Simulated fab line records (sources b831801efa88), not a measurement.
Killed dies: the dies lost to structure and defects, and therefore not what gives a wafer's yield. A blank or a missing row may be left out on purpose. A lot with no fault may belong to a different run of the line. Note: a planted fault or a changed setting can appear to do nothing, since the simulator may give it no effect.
fab line records || flow sfq-line
[record] {"lots": 6, "wafers": 18, "last-day": 90}
route steps=325 shown M2@92 I2@103
lots untouched by any fault: they come from a run of this same line in which no faults occurred
start-h: hours from the record's first day to the start of the lot's first wafer shown || wait-h: time in hours since the lot's previous step || " same as the row above || L1.1+2: one row covering several wafers at once || - no value, or no start given || * or withheld: withheld || < > ~ a bound
route shown NAME@n: NAME is a module with steps in the file, n the number in the route of the first one || usual: mean and standard deviation over wafers with no fault || same: alike in all rows || chamber/n: place in a boat || sites: the reading at each site || _std_site: how widely they spread, as a standard deviation || _edge_site: mean of outer sites minus mean of inner sites || radius-mm: for every site, how far away it sits from the centre of the wafer || mask NAME#n: copy n || behind: tool/chamber where the wafer was last shaped || hold: why the lot went on hold/how many hours it stayed there/how the hold came to an end || device: which transistor (n, p or np) failed to switch || end of line: at the end of the route, the tests of the same wafers || for a step that has no rows: nothing shown but its recipe || killed: the dies lost at the first sort to structure and to defects; this is not the yield of the wafer || map: a wafer's dies, x killed, . not, _ none there
set.NAME: setting as actually run; set.NAME@STEP: the setting as run at that earlier step || model.NAME: the simulator's own value behind a step, which no gauge read
a table for each step, a row for each wafer; lots at some steps of the route
services: from which hour (start-h, from the record's first day; less than 0 if before it) a tool's chamber was out of use, for how many hours, and why
[[steps]]
[step SFQ_TRILAYER_M2_LITHO_COAT_062]
[recipe] {"resist": "BARC", "spin-rpm": 3000, "resist-thk-nm": 62}
[step SFQ_TRILAYER_M2_LITHO_COAT_057]
[recipe] {"resist": "KrF", "spin-rpm": 3000, "resist-thk-nm": 600}
[step SFQ_TRILAYER_M2_LITHO_SOFTBAKE_061]
[recipe] {"temp-c": "withheld", "time-s": "withheld", "resist": "KrF"}
[step SFQ_TRILAYER_M2_LITHO_EXPOSE_058]
[recipe] {"mask-id": "M2", "na": 0.6, "source-shape": "conventional", "sigma-outer": 0.65, "target-cd-nm": 500, "dose-mj": 14.4}
[step SFQ_TRILAYER_M2_LITHO_PEB_060]
[recipe] {"peb-temp-c": 115, "peb-time-s": 60, "resist": "KrF"}
[step SFQ_TRILAYER_M2_LITHO_DEVELOP_059]
[recipe] {"time-s": 60, "resist": "KrF"}
[step SFQ_M2_OVL_MEAS_916]
[usual] {"M2_OVL": "-2/5.3"}
{"lot.wafer": "L508.1", "tool": "overlay-02", "chamber": "-", "start-h": 607.82, "wait-h": 0.1, "M2_OVL[nm]": 5}
{"lot.wafer": "L508.4", "tool": "overlay-02", "chamber": "-", "start-h": 607.82, "wait-h": 0.1, "M2_OVL[nm]": 10}
{"lot.wafer": "L508.6", "tool": "overlay-02", "chamber": "-", "start-h": 607.82, "wait-h": 0.1, "M2_OVL[nm]": 0}
{"lot.wafer": "L510.1", "tool": "overlay-02", "chamber": "-", "start-h": 622.22, "wait-h": 0.1, "M2_OVL[nm]": -8}
{"lot.wafer": "L510.3", "tool": "overlay-02", "chamber": "-", "start-h": 622.22, "wait-h": 0.1, "M2_OVL[nm]": -11}
{"lot.wafer": "L510.4", "tool": "overlay-02", "chamber": "-", "start-h": 622.22, "wait-h": 0.1, "M2_OVL[nm]": -13}
{"lot.wafer": "L512.1", "tool": "overlay-01", "chamber": "-", "start-h": 655.07, "wait-h": 0.1, "M2_OVL[nm]": -12}
{"lot.wafer": "L512.5", "tool": "overlay-01", "chamber": "-", "start-h": 655.07, "wait-h": 0.1, "M2_OVL[nm]": -3}
{"lot.wafer": "L512.6", "tool": "overlay-01", "chamber": "-", "start-h": 655.07, "wait-h": 0.1, "M2_OVL[nm]": 1}
{"lot.wafer": "L513.1", "tool": "overlay-01", "chamber": "-", "start-h": 661.98, "wait-h": 0.1, "M2_OVL[nm]": 3}
{"lot.wafer": "L513.3", "tool": "overlay-01", "chamber": "-", "start-h": 661.98, "wait-h": 0.1, "M2_OVL[nm]": -2}
{"lot.wafer": "L513.4", "tool": "overlay-01", "chamber": "-", "start-h": 661.98, "wait-h": 0.1, "M2_OVL[nm]": 1}
{"lot.wafer": "L514.3", "tool": "overlay-01", "chamber": "-", "start-h": 669.19, "wait-h": 0.1, "M2_OVL[nm]": 6}
{"lot.wafer": "L514.4", "tool": "overlay-01", "chamber": "-", "start-h": 669.19, "wait-h": 0.1, "M2_OVL[nm]": 9}
{"lot.wafer": "L514.6", "tool": "overlay-01", "chamber": "-", "start-h": 669.19, "wait-h": 0.1, "M2_OVL[nm]": 7}
{"lot.wafer": "L515.3", "tool": "overlay-02", "chamber": "-", "start-h": 688.39, "wait-h": 0.1, "M2_OVL[nm]": -4}
{"lot.wafer": "L515.4", "tool": "overlay-02", "chamber": "-", "start-h": 688.39, "wait-h": 0.1, "M2_OVL[nm]": -9}
{"lot.wafer": "L515.6", "tool": "overlay-02", "chamber": "-", "start-h": 688.39, "wait-h": 0.1, "M2_OVL[nm]": -10}
[step SFQ_TRILAYER_M2_BARC_OPEN_METAL_ETCH_077]
[recipe] {"mask-material": "PR", "chemistry": "O2", "target-depth-nm": 125, "target": "BARC", "icp-w": 600, "bias-w": 80, "pressure-mtorr": 10, "time-s": 41.7}
[usual] {"drypump-motor-current-A": "5.6/0.56", "oes-product-au": "0.685/0.0049"}
{"lot.wafer": "L508.1", "tool": "rie-metal-03", "chamber": 0, "start-h": 607.85, "wait-h": 0.0, "drypump-motor-current-A": 5.0, "oes-product-au": 0.694, "rf-hours-counter-h": 85}
{"lot.wafer": "L508.4", "tool": "rie-metal-03", "chamber": 0, "start-h": 607.85, "wait-h": 0.0, "drypump-motor-current-A": 5.0, "oes-product-au": 0.686, "rf-hours-counter-h": "-"}
{"lot.wafer": "L508.6", "tool": "rie-metal-03", "chamber": 1, "start-h": 607.85, "wait-h": 0.0, "drypump-motor-current-A": 6.5, "oes-product-au": 0.681, "rf-hours-counter-h": "-"}
{"lot.wafer": "L510.1", "tool": "rie-metal-01", "chamber": 1, "start-h": 622.25, "wait-h": 0.0, "drypump-motor-current-A": 5.6, "oes-product-au": 0.683, "rf-hours-counter-h": 71}
{"lot.wafer": "L510.3", "tool": "rie-metal-01", "chamber": 1, "start-h": 622.25, "wait-h": 0.0, "drypump-motor-current-A": 5.6, "oes-product-au": 0.687, "rf-hours-counter-h": "-"}
{"lot.wafer": "L510.4", "tool": "rie-metal-01", "chamber": 1, "start-h": 622.25, "wait-h": 0.0, "drypump-motor-current-A": 5.6, "oes-product-au": 0.693, "rf-hours-counter-h": "-"}
{"lot.wafer": "L512.1", "tool": "rie-metal-03", "chamber": 1, "start-h": 655.10, "wait-h": 0.0, "drypump-motor-current-A": 6.5, "oes-product-au": 0.683, "rf-hours-counter-h": 116}
{"lot.wafer": "L512.5", "tool": "rie-metal-03", "chamber": 0, "start-h": 655.10, "wait-h": 0.0, "drypump-motor-current-A": 5.0, "oes-product-au": 0.683, "rf-hours-counter-h": "-"}
{"lot.wafer": "L512.6", "tool": "rie-metal-03", "chamber": 1, "start-h": 655.10, "wait-h": 0.0, "drypump-motor-current-A": 6.6, "oes-product-au": 0.691, "rf-hours-counter-h": "-"}
{"lot.wafer": "L513.1", "tool": "rie-metal-01", "chamber": 1, "start-h": 662.01, "wait-h": 0.0, "drypump-motor-current-A": 5.6, "oes-product-au": 0.692, "rf-hours-counter-h": 82}
{"lot.wafer": "L513.3", "tool": "rie-metal-01", "chamber": 1, "start-h": 662.01, "wait-h": 0.0, "drypump-motor-current-A": 5.6, "oes-product-au": 0.682, "rf-hours-counter-h": "-"}
{"lot.wafer": "L513.4", "tool": "rie-metal-01", "chamber": 1, "start-h": 662.01, "wait-h": 0.0, "drypump-motor-current-A": 5.6, "oes-product-au": 0.688, "rf-hours-counter-h": "-"}
{"lot.wafer": "L514.3", "tool": "rie-metal-03", "chamber": 1, "start-h": 669.23, "wait-h": 0.0, "drypump-motor-current-A": 6.5, "oes-product-au": 0.684, "rf-hours-counter-h": "-"}
{"lot.wafer": "L514.4", "tool": "rie-metal-03", "chamber": 0, "start-h": 669.23, "wait-h": 0.0, "drypump-motor-current-A": 5.0, "oes-product-au": 0.683, "rf-hours-counter-h": "-"}
{"lot.wafer": "L514.6", "tool": "rie-metal-03", "chamber": 0, "start-h": 669.23, "wait-h": 0.0, "drypump-motor-current-A": 5.0, "oes-product-au": 0.691, "rf-hours-counter-h": "-"}
{"lot.wafer": "L515.3", "tool": "rie-metal-01", "chamber": 0, "start-h": 688.43, "wait-h": 0.0, "drypump-motor-current-A": 4.9, "oes-product-au": 0.688, "rf-hours-counter-h": "-"}
{"lot.wafer": "L515.4", "tool": "rie-metal-01", "chamber": 1, "start-h": 688.43, "wait-h": 0.0, "drypump-motor-current-A": 5.6, "oes-product-au": 0.686, "rf-hours-counter-h": "-"}
{"lot.wafer": "L515.6", "tool": "rie-metal-01", "chamber": 0, "start-h": 688.43, "wait-h": 0.0, "drypump-motor-current-A": 5.0, "oes-product-au": 0.688, "rf-hours-counter-h": "-"}
[step SFQ_TRILAYER_M2_ETCH_METAL_ETCH_060]
[recipe] {"target": "Nb", "stop-on": "SiO2", "mask-material": "PR", "chemistry": "Cl2/Ar", "target-depth-nm": 240, "icp-w": 600, "bias-w": 80, "pressure-mtorr": 10, "time-s": 120}
[usual] {"drypump-motor-current-A": "5.6/0.56", "oes-product-au": "0.897/0.0085"}
{"lot.wafer": "L508.1", "tool": "rie-metal-03", "chamber": 0, "start-h": 607.93, "wait-h": 0.1, "drypump-motor-current-A": 5.0, "oes-product-au": 0.897, "rf-hours-counter-h": 85}
{"lot.wafer": "L508.4", "tool": "rie-metal-03", "chamber": 0, "start-h": 607.93, "wait-h": 0.1, "drypump-motor-current-A": 5.1, "oes-product-au": 0.885, "rf-hours-counter-h": "-"}
{"lot.wafer": "L508.6", "tool": "rie-metal-03", "chamber": 1, "start-h": 607.93, "wait-h": 0.1, "drypump-motor-current-A": 6.5, "oes-product-au": 0.893, "rf-hours-counter-h": "-"}
{"lot.wafer": "L510.1", "tool": "rie-metal-01", "chamber": 1, "start-h": 622.37, "wait-h": 0.1, "drypump-motor-current-A": 5.6, "oes-product-au": 0.898, "rf-hours-counter-h": 71}
{"lot.wafer": "L510.3", "tool": "rie-metal-01", "chamber": 1, "start-h": 622.37, "wait-h": 0.1, "drypump-motor-current-A": 5.6, "oes-product-au": 0.899, "rf-hours-counter-h": "-"}
{"lot.wafer": "L510.4", "tool": "rie-metal-01", "chamber": 1, "start-h": 622.37, "wait-h": 0.1, "drypump-motor-current-A": 5.6, "oes-product-au": 0.912, "rf-hours-counter-h": "-"}
{"lot.wafer": "L512.1", "tool": "rie-metal-03", "chamber": 1, "start-h": 655.16, "wait-h": 0.0, "drypump-motor-current-A": 6.5, "oes-product-au": 0.901, "rf-hours-counter-h": 116}
{"lot.wafer": "L512.5", "tool": "rie-metal-03", "chamber": 0, "start-h": 655.16, "wait-h": 0.0, "drypump-motor-current-A": 5.1, "oes-product-au": 0.879, "rf-hours-counter-h": "-"}
{"lot.wafer": "L512.6", "tool": "rie-metal-03", "chamber": 1, "start-h": 655.16, "wait-h": 0.0, "drypump-motor-current-A": 6.5, "oes-product-au": 0.885, "rf-hours-counter-h": "-"}
{"lot.wafer": "L513.1", "tool": "rie-metal-01", "chamber": 1, "start-h": 662.13, "wait-h": 0.1, "drypump-motor-current-A": 5.6, "oes-product-au": 0.896, "rf-hours-counter-h": 82}
{"lot.wafer": "L513.3", "tool": "rie-metal-01", "chamber": 1, "start-h": 662.13, "wait-h": 0.1, "drypump-motor-current-A": 5.6, "oes-product-au": 0.893, "rf-hours-counter-h": "-"}
{"lot.wafer": "L513.4", "tool": "rie-metal-01", "chamber": 1, "start-h": 662.13, "wait-h": 0.1, "drypump-motor-current-A": 5.6, "oes-product-au": 0.897, "rf-hours-counter-h": "-"}
{"lot.wafer": "L514.3", "tool": "rie-metal-03", "chamber": 1, "start-h": 669.31, "wait-h": 0.1, "drypump-motor-current-A": 6.5, "oes-product-au": 0.902, "rf-hours-counter-h": "-"}
{"lot.wafer": "L514.4", "tool": "rie-metal-03", "chamber": 0, "start-h": 669.31, "wait-h": 0.1, "drypump-motor-current-A": 5.0, "oes-product-au": 0.901, "rf-hours-counter-h": "-"}
{"lot.wafer": "L514.6", "tool": "rie-metal-03", "chamber": 0, "start-h": 669.31, "wait-h": 0.1, "drypump-motor-current-A": 5.0, "oes-product-au": 0.894, "rf-hours-counter-h": "-"}
{"lot.wafer": "L515.3", "tool": "rie-metal-01", "chamber": 0, "start-h": 688.51, "wait-h": 0.1, "drypump-motor-current-A": 5.0, "oes-product-au": 0.898, "rf-hours-counter-h": "-"}
{"lot.wafer": "L515.4", "tool": "rie-metal-01", "chamber": 1, "start-h": 688.51, "wait-h": 0.1, "drypump-motor-current-A": 5.6, "oes-product-au": 0.887, "rf-hours-counter-h": "-"}
{"lot.wafer": "L515.6", "tool": "rie-metal-01", "chamber": 0, "start-h": 688.51, "wait-h": 0.1, "drypump-motor-current-A": 5.0, "oes-product-au": 0.896, "rf-hours-counter-h": "-"}
[step SFQ_TRILAYER_M2_STRIP_STRIP_061]
[recipe] {"gas": "O2", "power-w": 200, "platen-temp-c": 40, "overash-fraction": 0.65, "chemistry": "O2", "pressure-mtorr": 50}
[usual] {"drypump-motor-current-A": "5.6/0.56", "oes-product-au": "1.005/0.011"}
{"lot.wafer": "L508.1", "tool": "rie-metal-03", "chamber": 0, "start-h": 608.10, "wait-h": 0.1, "drypump-motor-current-A": 5.1, "oes-product-au": 0.990, "rf-hours-counter-h": 85}
{"lot.wafer": "L508.4", "tool": "rie-metal-03", "chamber": 0, "start-h": 608.10, "wait-h": 0.1, "drypump-motor-current-A": 5.1, "oes-product-au": 0.991, "rf-hours-counter-h": "-"}
{"lot.wafer": "L508.6", "tool": "rie-metal-03", "chamber": 1, "start-h": 608.10, "wait-h": 0.1, "drypump-motor-current-A": 6.5, "oes-product-au": 1.017, "rf-hours-counter-h": "-"}
{"lot.wafer": "L510.1", "tool": "rie-metal-01", "chamber": 1, "start-h": 622.62, "wait-h": 0.2, "drypump-motor-current-A": 5.6, "oes-product-au": 1.012, "rf-hours-counter-h": 71}
{"lot.wafer": "L510.3", "tool": "rie-metal-01", "chamber": 1, "start-h": 622.62, "wait-h": 0.2, "drypump-motor-current-A": 5.6, "oes-product-au": 1.016, "rf-hours-counter-h": "-"}
{"lot.wafer": "L510.4", "tool": "rie-metal-01", "chamber": 1, "start-h": 622.62, "wait-h": 0.2, "drypump-motor-current-A": 5.6, "oes-product-au": 1.019, "rf-hours-counter-h": "-"}
{"lot.wafer": "L512.1", "tool": "rie-metal-03", "chamber": 1, "start-h": 655.29, "wait-h": 0.1, "drypump-motor-current-A": 6.5, "oes-product-au": 1.016, "rf-hours-counter-h": 116}
{"lot.wafer": "L512.5", "tool": "rie-metal-03", "chamber": 0, "start-h": 655.29, "wait-h": 0.1, "drypump-motor-current-A": 5.1, "oes-product-au": 0.993, "rf-hours-counter-h": "-"}
{"lot.wafer": "L512.6", "tool": "rie-metal-03", "chamber": 1, "start-h": 655.29, "wait-h": 0.1, "drypump-motor-current-A": 6.5, "oes-product-au": 1.018, "rf-hours-counter-h": "-"}
{"lot.wafer": "L513.1", "tool": "rie-metal-01", "chamber": 1, "start-h": 662.38, "wait-h": 0.2, "drypump-motor-current-A": 5.6, "oes-product-au": 1.007, "rf-hours-counter-h": 82}
{"lot.wafer": "L513.3", "tool": "rie-metal-01", "chamber": 1, "start-h": 662.38, "wait-h": 0.2, "drypump-motor-current-A": 5.6, "oes-product-au": 1.010, "rf-hours-counter-h": "-"}
{"lot.wafer": "L513.4", "tool": "rie-metal-01", "chamber": 1, "start-h": 662.38, "wait-h": 0.2, "drypump-motor-current-A": 5.6, "oes-product-au": 1.009, "rf-hours-counter-h": "-"}
{"lot.wafer": "L514.3", "tool": "rie-metal-03", "chamber": 1, "start-h": 669.60, "wait-h": 0.2, "drypump-motor-current-A": 6.5, "oes-product-au": 1.019, "rf-hours-counter-h": "-"}
{"lot.wafer": "L514.4", "tool": "rie-metal-03", "chamber": 0, "start-h": 669.60, "wait-h": 0.2, "drypump-motor-current-A": 5.0, "oes-product-au": 1.000, "rf-hours-counter-h": "-"}
{"lot.wafer": "L514.6", "tool": "rie-metal-03", "chamber": 0, "start-h": 669.60, "wait-h": 0.2, "drypump-motor-current-A": 5.0, "oes-product-au": 1.008, "rf-hours-counter-h": "-"}
{"lot.wafer": "L515.3", "tool": "rie-metal-01", "chamber": 0, "start-h": 688.80, "wait-h": 0.2, "drypump-motor-current-A": 5.0, "oes-product-au": 1.000, "rf-hours-counter-h": "-"}
{"lot.wafer": "L515.4", "tool": "rie-metal-01", "chamber": 1, "start-h": 688.80, "wait-h": 0.2, "drypump-motor-current-A": 5.6, "oes-product-au": 0.992, "rf-hours-counter-h": "-"}
{"lot.wafer": "L515.6", "tool": "rie-metal-01", "chamber": 0, "start-h": 688.80, "wait-h": 0.2, "drypump-motor-current-A": 5.0, "oes-product-au": 0.997, "rf-hours-counter-h": "-"}
[step SFQ_TRILAYER_M2_STRIP_SOLV_CLEAN_062]
[recipe] {"chemistry": "NMP", "temp-c": 70, "time-s": 600}
[step SFQ_TRILAYER_I2_DEP_PECVD_063]
[recipe] {"material": "SiO2", "temp-c": 150, "time-s": 111.11, "pressure-torr": 2.4, "rf-w": 183.3, "precursor": "SiH4/N2O", "target-thk-nm": 500}
[usual] {"heater-power-w": "85/15", "throttle-valve-pct": "25.2/1.5"}
{"lot.wafer": "L508.1", "tool": "pecvd-03", "chamber": 2, "start-h": 609.07, "wait-h": 0.0, "heater-power-w": 84, "throttle-valve-pct": 25.2}
{"lot.wafer": "L508.4", "tool": "pecvd-03", "chamber": 1, "start-h": 609.07, "wait-h": 0.0, "heater-power-w": 100, "throttle-valve-pct": 25.3}
{"lot.wafer": "L508.6", "tool": "pecvd-03", "chamber": 2, "start-h": 609.07, "wait-h": 0.0, "heater-power-w": 83, "throttle-valve-pct": 25.4}
{"lot.wafer": "L510.1", "tool": "pecvd-03", "chamber": 1, "start-h": 624.00, "wait-h": 0.0, "heater-power-w": 93, "throttle-valve-pct": 25.1}
{"lot.wafer": "L510.3", "tool": "pecvd-03", "chamber": 0, "start-h": 624.00, "wait-h": 0.0, "heater-power-w": 103, "throttle-valve-pct": 27.2}
{"lot.wafer": "L510.4", "tool": "pecvd-03", "chamber": 0, "start-h": 624.00, "wait-h": 0.0, "heater-power-w": 106, "throttle-valve-pct": 27.1}
{"lot.wafer": "L512.1", "tool": "pecvd-01", "chamber": 2, "start-h": 656.06, "wait-h": 0.0, "heater-power-w": 73, "throttle-valve-pct": 24.1}
{"lot.wafer": "L512.5", "tool": "pecvd-01", "chamber": 1, "start-h": 656.06, "wait-h": 0.0, "heater-power-w": 76, "throttle-valve-pct": 24.1}
{"lot.wafer": "L512.6", "tool": "pecvd-01", "chamber": 0, "start-h": 656.06, "wait-h": 0.0, "heater-power-w": 84, "throttle-valve-pct": 22.8}
{"lot.wafer": "L513.1", "tool": "pecvd-04", "chamber": 1, "start-h": 663.77, "wait-h": 0.0, "heater-power-w": 65, "throttle-valve-pct": 25.5}
{"lot.wafer": "L513.3", "tool": "pecvd-04", "chamber": 0, "start-h": 663.77, "wait-h": 0.0, "heater-power-w": 66, "throttle-valve-pct": 27.8}
{"lot.wafer": "L513.4", "tool": "pecvd-04", "chamber": 1, "start-h": 663.77, "wait-h": 0.0, "heater-power-w": 67, "throttle-valve-pct": 25.5}
{"lot.wafer": "L514.3", "tool": "pecvd-03", "chamber": 2, "start-h": 670.17, "wait-h": 0.0, "heater-power-w": 77, "throttle-valve-pct": 25.3}
{"lot.wafer": "L514.4", "tool": "pecvd-03", "chamber": 0, "start-h": 670.17, "wait-h": 0.0, "heater-power-w": 89, "throttle-valve-pct": 27.2}
{"lot.wafer": "L514.6", "tool": "pecvd-03", "chamber": 2, "start-h": 670.17, "wait-h": 0.0, "heater-power-w": 81, "throttle-valve-pct": 25.3}
{"lot.wafer": "L515.3", "tool": "pecvd-01", "chamber": 1, "start-h": 689.37, "wait-h": 0.0, "heater-power-w": 73, "throttle-valve-pct": 24.3}
{"lot.wafer": "L515.4", "tool": "pecvd-01", "chamber": 2, "start-h": 689.37, "wait-h": 0.0, "heater-power-w": 78, "throttle-valve-pct": 24.1}
{"lot.wafer": "L515.6", "tool": "pecvd-01", "chamber": 1, "start-h": 689.37, "wait-h": 0.0, "heater-power-w": 73, "throttle-valve-pct": 24.3}
[step SFQ_TRILAYER_I2_CMP_CMP_064]
[recipe] {"material": "SiO2", "down-force-psi": 3, "platen-rpm": 60, "pad-velocity-m-s": 0.94248}
[usual] {"head-pressure-psi": "3.000/0.0069", "motor-current-A": "10.1/0.77", "time-to-endpoint-s": "212/11"}
{"lot.wafer": "L508.4", "tool": "cmp-02", "chamber": 2, "start-h": 621.79, "wait-h": 12.6, "head-pressure-psi": 3.007, "motor-current-A": 9.4, "time-to-endpoint-s": 210}
{"lot.wafer": "L508.1", "tool": "cmp-02", "chamber": 0, "start-h": 622.79, "wait-h": 13.7, "head-pressure-psi": 3.006, "motor-current-A": 12.0, "time-to-endpoint-s": 183}
{"lot.wafer": "L508.6", "tool": "cmp-02", "chamber": 2, "start-h": 623.79, "wait-h": 14.6, "head-pressure-psi": 2.993, "motor-current-A": 9.5, "time-to-endpoint-s": 206}
{"lot.wafer": "L510.3", "tool": "cmp-01", "chamber": 3, "start-h": 637.19, "wait-h": 13.2, "head-pressure-psi": 3.005, "motor-current-A": 8.9, "time-to-endpoint-s": 217}
{"lot.wafer": "L510.4", "tool": "cmp-01", "chamber": 0, "start-h": 637.19, "wait-h": 13.2, "head-pressure-psi": 3.005, "motor-current-A": 11.1, "time-to-endpoint-s": 226}
{"lot.wafer": "L510.1", "tool": "cmp-01", "chamber": 1, "start-h": 637.19, "wait-h": 13.2, "head-pressure-psi": 3.014, "motor-current-A": 10.6, "time-to-endpoint-s": 211}
{"lot.wafer": "L512.1", "tool": "cmp-01", "chamber": 2, "start-h": 670.97, "wait-h": 14.9, "head-pressure-psi": 2.998, "motor-current-A": 10.6, "time-to-endpoint-s": 231}
{"lot.wafer": "L512.5", "tool": "cmp-01", "chamber": 1, "start-h": 672.47, "wait-h": 16.3, "head-pressure-psi": 2.991, "motor-current-A": 9.9, "time-to-endpoint-s": 223}
{"lot.wafer": "L512.6", "tool": "cmp-01", "chamber": 2, "start-h": 672.47, "wait-h": 16.3, "head-pressure-psi": 3.004, "motor-current-A": 10.5, "time-to-endpoint-s": 243}
{"lot.wafer": "L513.1", "tool": "cmp-01", "chamber": 0, "start-h": 679.47, "wait-h": 15.7, "head-pressure-psi": 2.982, "motor-current-A": 10.9, "time-to-endpoint-s": 226}
{"lot.wafer": "L513.4", "tool": "cmp-01", "chamber": 1, "start-h": 679.47, "wait-h": 15.7, "head-pressure-psi": 2.990, "motor-current-A": 10.1, "time-to-endpoint-s": 222}
{"lot.wafer": "L513.3", "tool": "cmp-01", "chamber": 2, "start-h": 679.47, "wait-h": 15.7, "head-pressure-psi": 3.005, "motor-current-A": 10.6, "time-to-endpoint-s": 224}
{"lot.wafer": "L514.4", "tool": "cmp-02", "chamber": 2, "start-h": 684.79, "wait-h": 14.5, "head-pressure-psi": 2.989, "motor-current-A": 9.3, "time-to-endpoint-s": 215}
{"lot.wafer": "L514.3", "tool": "cmp-02", "chamber": 0, "start-h": 685.79, "wait-h": 15.6, "head-pressure-psi": 3.383, "motor-current-A": 11.7, "time-to-endpoint-s": 167}
{"lot.wafer": "L514.6", "tool": "cmp-02", "chamber": 2, "start-h": 686.79, "wait-h": 16.5, "head-pressure-psi": 2.996, "motor-current-A": 9.0, "time-to-endpoint-s": 206}
{"lot.wafer": "L515.4", "tool": "cmp-02", "chamber": 0, "start-h": 705.79, "wait-h": 16.3, "head-pressure-psi": 3.393, "motor-current-A": 11.9, "time-to-endpoint-s": 176}
{"lot.wafer": "L515.3", "tool": "cmp-02", "chamber": 1, "start-h": 705.79, "wait-h": 16.3, "head-pressure-psi": 2.992, "motor-current-A": 9.6, "time-to-endpoint-s": 199}
{"lot.wafer": "L515.6", "tool": "cmp-02", "chamber": 1, "start-h": 708.29, "wait-h": 18.8, "head-pressure-psi": 2.987, "motor-current-A": 9.5, "time-to-endpoint-s": 217}
[step SFQ_I2_BOW_MEAS_917]
[recipe] {"mode": "bow"}
[usual] {"I2_BOW": "3/9.5"}
{"lot.wafer": "L508.1", "tool": "film-metro-04", "chamber": "-", "start-h": 624.79, "wait-h": 1.5, "I2_BOW[um]": -1}
{"lot.wafer": "L508.4", "tool": "film-metro-04", "chamber": "-", "start-h": 624.79, "wait-h": 1.5, "I2_BOW[um]": 11}
{"lot.wafer": "L508.6", "tool": "film-metro-04", "chamber": "-", "start-h": 624.79, "wait-h": 1.5, "I2_BOW[um]": -9}
{"lot.wafer": "L510.1", "tool": "film-metro-03", "chamber": "-", "start-h": 640.19, "wait-h": 1.5, "I2_BOW[um]": -2}
{"lot.wafer": "L510.3", "tool": "film-metro-03", "chamber": "-", "start-h": 640.19, "wait-h": 1.5, "I2_BOW[um]": -15}
{"lot.wafer": "L510.4", "tool": "film-metro-03", "chamber": "-", "start-h": 640.19, "wait-h": 1.5, "I2_BOW[um]": -3}
{"lot.wafer": "L512.1", "tool": "film-metro-01", "chamber": "-", "start-h": 673.47, "wait-h": 2.0, "I2_BOW[um]": 6}
{"lot.wafer": "L512.5", "tool": "film-metro-01", "chamber": "-", "start-h": 673.47, "wait-h": 2.0, "I2_BOW[um]": 25}
{"lot.wafer": "L512.6", "tool": "film-metro-01", "chamber": "-", "start-h": 673.47, "wait-h": 2.0, "I2_BOW[um]": 14}
{"lot.wafer": "L513.1", "tool": "film-metro-04", "chamber": "-", "start-h": 682.47, "wait-h": 2.5, "I2_BOW[um]": -5}
{"lot.wafer": "L513.3", "tool": "film-metro-04", "chamber": "-", "start-h": 682.47, "wait-h": 2.5, "I2_BOW[um]": 9}
{"lot.wafer": "L513.4", "tool": "film-metro-04", "chamber": "-", "start-h": 682.47, "wait-h": 2.5, "I2_BOW[um]": 6}
{"lot.wafer": "L514.3", "tool": "film-metro-04", "chamber": "-", "start-h": 687.83, "wait-h": 1.5, "I2_BOW[um]": 2}
{"lot.wafer": "L514.4", "tool": "film-metro-04", "chamber": "-", "start-h": 687.83, "wait-h": 1.5, "I2_BOW[um]": -10}
{"lot.wafer": "L514.6", "tool": "film-metro-04", "chamber": "-", "start-h": 687.83, "wait-h": 1.5, "I2_BOW[um]": -3}
{"lot.wafer": "L515.3", "tool": "film-metro-01", "chamber": "-", "start-h": 708.83, "wait-h": 2.0, "I2_BOW[um]": 24}
{"lot.wafer": "L515.4", "tool": "film-metro-01", "chamber": "-", "start-h": 708.83, "wait-h": 2.0, "I2_BOW[um]": 17}
{"lot.wafer": "L515.6", "tool": "film-metro-01", "chamber": "-", "start-h": 708.83, "wait-h": 2.0, "I2_BOW[um]": 19}
[[services]]
{"tool": "pecvd-03", "chamber": "-", "start-h": 600.26, "hours": 0.8, "kind": "repair"}
{"tool": "cmp-01", "chamber": "-", "start-h": 600.44, "hours": 6.7, "kind": "pm"}
{"tool": "cmp-02", "chamber": "-", "start-h": 607.71, "hours": 11.1, "kind": "pm"}
{"tool": "pecvd-01", "chamber": 0, "start-h": 611.82, "hours": 5.0, "kind": "repair"}
{"tool": "rie-metal-01", "chamber": 0, "start-h": 618.26, "hours": 5.6, "kind": "repair"}
{"tool": "cmp-02", "chamber": "-", "start-h": 620.09, "hours": 1.0, "kind": "repair"}
{"tool": "rie-metal-01", "chamber": 0, "start-h": 641.78, "hours": "-", "kind": "clean"}
{"tool": "rie-metal-01", "chamber": 0, "start-h": 641.78, "hours": 21.1, "kind": "scheduled-down"}
{"tool": "rie-metal-01", "chamber": 0, "start-h": 641.78, "hours": 21.1, "kind": "vent-cycle"}
{"tool": "cmp-02", "chamber": "-", "start-h": 642.92, "hours": 2.0, "kind": "repair"}
{"tool": "cmp-01", "chamber": "-", "start-h": 652.70, "hours": 6.2, "kind": "repair"}
{"tool": "rie-metal-03", "chamber": "-", "start-h": 658.29, "hours": 2.8, "kind": "pm"}
{"tool": "cmp-01", "chamber": "-", "start-h": 661.86, "hours": 5.6, "kind": "pm"}
{"tool": "pecvd-03", "chamber": "-", "start-h": 663.94, "hours": 0.5, "kind": "repair"}
{"tool": "cmp-01", "chamber": "-", "start-h": 707.00, "hours": 1.7, "kind": "repair"}
[[key]]
[first-sign] {"step": "SFQ_TRILAYER_I2_CMP_CMP_064", "reading": "head-pressure-psi", "direction": "up", "sigmas": 56, "usual": 3.000, "struck": 3.388}
[effect] {"step": "SFQ_TRILAYER_I2_CMP_CMP_064", "reading": "time-to-endpoint-s", "direction": "down", "sigmas": 3.7, "usual": "*", "struck": "*"}
met-at SFQ_TRILAYER_I2_CMP_CMP_064
struck-wafers L514.3,L515.4
onset-between 621.79 684.79
[fault] {"kind": "process-parameter-drift", "tool": "cmp-02", "chamber": 0, "onset-h": 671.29, "steps": "SFQ_TRILAYER_I2_CMP_CMP_064", "channel": "down-force-psi", "offset": 0.38494, "shape": "step", "end-h": 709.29, "acts-in": "these-recipes-only", "stated": 3}
